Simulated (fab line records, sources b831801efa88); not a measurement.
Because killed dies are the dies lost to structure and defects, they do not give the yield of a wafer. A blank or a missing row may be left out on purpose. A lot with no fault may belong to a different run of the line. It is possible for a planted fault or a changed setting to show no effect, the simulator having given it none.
Which of the tools did it? || flow sky130 || 24 lots, 72 wafers sampled, at 1 step of a route of 708

## WHAT EACH GAUGE READ, for each wafer
SKY_RES_PROTECT_TW_MEAS_08. Usual: POLY_GATE_TW typically reads 4023, with standard deviation 55.
{"lot": "L074", "measured": "day 15 08:32", "on": "film_metro-02", "POLY_GATE_TW": "4090 4099 4124", "flag": ""}
{"lot": "L076", "measured": "day 16 04:09", "on": "film_metro-01", "POLY_GATE_TW": "3944 3950 3940", "flag": ""}
{"lot": "L075", "measured": "day 16 04:51", "on": "film_metro-01", "POLY_GATE_TW": "3958 3953 3944", "flag": ""}
{"lot": "L077", "measured": "day 16 16:12", "on": "film_metro-02", "POLY_GATE_TW": "4050 4069 4081", "flag": ""}
{"lot": "L078", "measured": "day 16 19:53", "on": "film_metro-02", "POLY_GATE_TW": "4079 4080 4085", "flag": ""}
{"lot": "L080", "measured": "day 17 02:04", "on": "film_metro-01", "POLY_GATE_TW": "3953 3962 3957", "flag": ""}
{"lot": "L079", "measured": "day 17 02:35", "on": "film_metro-04", "POLY_GATE_TW": "3995 3991 3988", "flag": ""}
{"lot": "L081", "measured": "day 17 20:16", "on": "film_metro-04", "POLY_GATE_TW": "3983 3976 3995", "flag": ""}
{"lot": "L083", "measured": "day 18 11:20", "on": "film_metro-01", "POLY_GATE_TW": "3984 3991 3999", "flag": ""}
{"lot": "L082", "measured": "day 18 11:55", "on": "film_metro-02", "POLY_GATE_TW": "4054 4041 4038", "flag": ""}
{"lot": "L084", "measured": "day 18 21:15", "on": "film_metro-02", "POLY_GATE_TW": "4055 4033 4039", "flag": ""}
{"lot": "L085", "measured": "day 19 15:47", "on": "film_metro-02", "POLY_GATE_TW": "4117 4100 4126", "flag": ""}
{"lot": "L086", "measured": "day 19 15:56", "on": "film_metro-01", "POLY_GATE_TW": "3949 3981 3984", "flag": ""}
{"lot": "L087", "measured": "day 20 02:11", "on": "film_metro-02", "POLY_GATE_TW": "4053 4050 4082", "flag": ""}
{"lot": "L088", "measured": "day 20 15:50", "on": "film_metro-02", "POLY_GATE_TW": "4054 4075 4055", "flag": ""}
{"lot": "L089", "measured": "day 21 02:47", "on": "film_metro-04", "POLY_GATE_TW": "3976 3962 3987", "flag": ""}
{"lot": "L090", "measured": "day 21 10:07", "on": "film_metro-02", "POLY_GATE_TW": "4100 4084 4096", "flag": ""}
{"lot": "L091", "measured": "day 21 10:14", "on": "film_metro-02", "POLY_GATE_TW": "4096 4111 4083", "flag": ""}
{"lot": "L092", "measured": "day 21 21:03", "on": "film_metro-01", "POLY_GATE_TW": "3975 3990 4001", "flag": ""}
{"lot": "L093", "measured": "day 22 06:41", "on": "film_metro-02", "POLY_GATE_TW": "4116 4102 4098", "flag": ""}
{"lot": "L094", "measured": "day 22 07:04", "on": "film_metro-04", "POLY_GATE_TW": "3998 4011 3999", "flag": ""}
{"lot": "L096", "measured": "day 24 15:07", "on": "film_metro-04", "POLY_GATE_TW": "3992 3988 3974", "flag": ""}
{"lot": "L097", "measured": "day 24 16:08", "on": "film_metro-01", "POLY_GATE_TW": "3954 3965 3984", "flag": ""}
{"lot": "L095", "measured": "day 24 18:02", "on": "film_metro-04", "POLY_GATE_TW": "3984 3977 4013", "flag": ""}

## TOOL THAT RAN EACH LOT (tool first, then ch and the chambers of the sampled wafers, then the start)
Record: no process step prior to these readings.

## AS READ BY THE TOOLS THEMSELVES (means over the sampled wafers that have a number; for cases with no such wafer, the mark the record gives instead)
The record holds no such reading with a usual standard deviation.

## THE ANSWER, worked out from the rows above alone
Rule: a lot counts as off when the mean over its wafers that have a number is more than 3 standard deviations away from the usual mean. A lot without any number at a reading at which 4 lots or more have one is off too. Any other lot the step has rows for is counted as sound. The gauges are gone through in route order, then the tools' own readings, and for those a lot's mean is taken as printed above. At the first step where some lot is off, the reading lying furthest off is the one used; lots without a number count as furthest.
Across all readings shown, no lot is off: no conclusion can be drawn from this.

## WHAT THE SIMULATOR PUT IN
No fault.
